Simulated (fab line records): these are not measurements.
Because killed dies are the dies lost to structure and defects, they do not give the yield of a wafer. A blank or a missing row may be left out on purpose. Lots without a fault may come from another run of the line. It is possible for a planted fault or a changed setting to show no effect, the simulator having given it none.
8D (eight disciplines) problem report, filled in by code + flow sky130 + the parts of the form that need people (team, actions taken, sign-off) are left out

## 1. WHAT IS WRONG
At SKY_LOCAL_INTERCONNECT_ETCH_13, oes_product_au averages 0.827 a.u. over 3 wafers from 2 lots, while fault-free wafers read 0.855 a.u., standard deviation 0.0045. Measured from the usual mean, that is -6.1 standard deviations.
The step: etches BARC in N2/H2, stops on SiO2, time 45.9 s, target depth 60 nm.
The first sign was on wafer L731.2 at day 35 05:58, on rie_metal-02. The record holds 40 wafers of 14 lots with a number at this step. Rule for "out" (also "out of limits"): further than 4 standard deviations from the usual mean. The rest of the wafers with a number are treated as sound.

## 2. WHAT THIS IS AND IS NOT
| question                    | is                     | is not                                                                                 |
|-----------------------------|------------------------|----------------------------------------------------------------------------------------|
| which readings at this step | oes_product_au         | drypump_motor_current_A                                                                |
| which lots                  | L731, L735             | L717, L718, L719, L720, L722, L723, L724, L726, L728, L738, L739, L740                 |
| which wafers of those lots  | L731.2, L731.5, L735.5 | L735.6                                                                                 |
| read on which tools         | rie_metal-02           | rie_metal-01, rie_metal-04                                                             |
| when                        | from day 35 05:58      | up to then (27 sound wafers); but 10 sound wafers of L735, L738, L739, L740 came after |

## 3. SUSPECTS, AND WHAT RULES EACH OUT
Counting: if a tool at a process step up to the reading ran every lot that is out, it stays a suspect. Sound lots after the first of them don't rule it out here, since some wafers of a struck lot are sound.
- rie_metal-02 at SKY_LOCAL_INTERCONNECT_ETCH_13 (etches BARC in N2/H2, stops on SiO2, time 45.9 s, target depth 60 nm): kept. Ran every lot that is out, first one L731 (day 35 05:58); last sound lot up to then L728 (day 34 05:45). Out on those wafers are its own readings of oes_product_au.
After counting, what remains is rie_metal-02 at SKY_LOCAL_INTERCONNECT_ETCH_13.

## 4. THE CAUSE (what the simulator had put in)
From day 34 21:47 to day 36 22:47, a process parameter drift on rie_metal-02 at SKY_LOCAL_INTERCONNECT_ETCH_13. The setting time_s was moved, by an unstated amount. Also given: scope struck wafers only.
The count eliminated every tool but this one.

## 5. THE EFFECT CHAIN, in route order
Rows list readings where the struck wafers' mean (over those with a number) sits beyond 3 standard deviations from the usual. Only readings for which the record gives a usual standard deviation are gone through. hours: the time from each lot's start at the first step in this table that gives one to its start at this step, as a median over the lots. sigmas: the change in usual standard deviations.
| hours | step                           | reading        | usual      | on struck wafers | change | sigmas |
|-------|--------------------------------|----------------|------------|------------------|--------|--------|
| 0     | SKY_LOCAL_INTERCONNECT_ETCH_13 | oes_product_au | 0.855 a.u. | 0.827            | -0.028 | -6.1   |
| 0     | SKY_LOCAL_INTERCONNECT_ETCH_13 | run_length_s   | 74.3 s     | 76.8             | +2.5   | +3.6   |
It contains these process steps:
- SKY_LOCAL_INTERCONNECT_ETCH_13: etches BARC in N2/H2, stops on SiO2, time 45.9 s, target depth 60 nm.

## 6. WHAT WOULD HAVE CAUGHT IT SOONER
First out-of-limits reading in this record: day 35 05:58, which is 8 hours after fault onset at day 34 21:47.
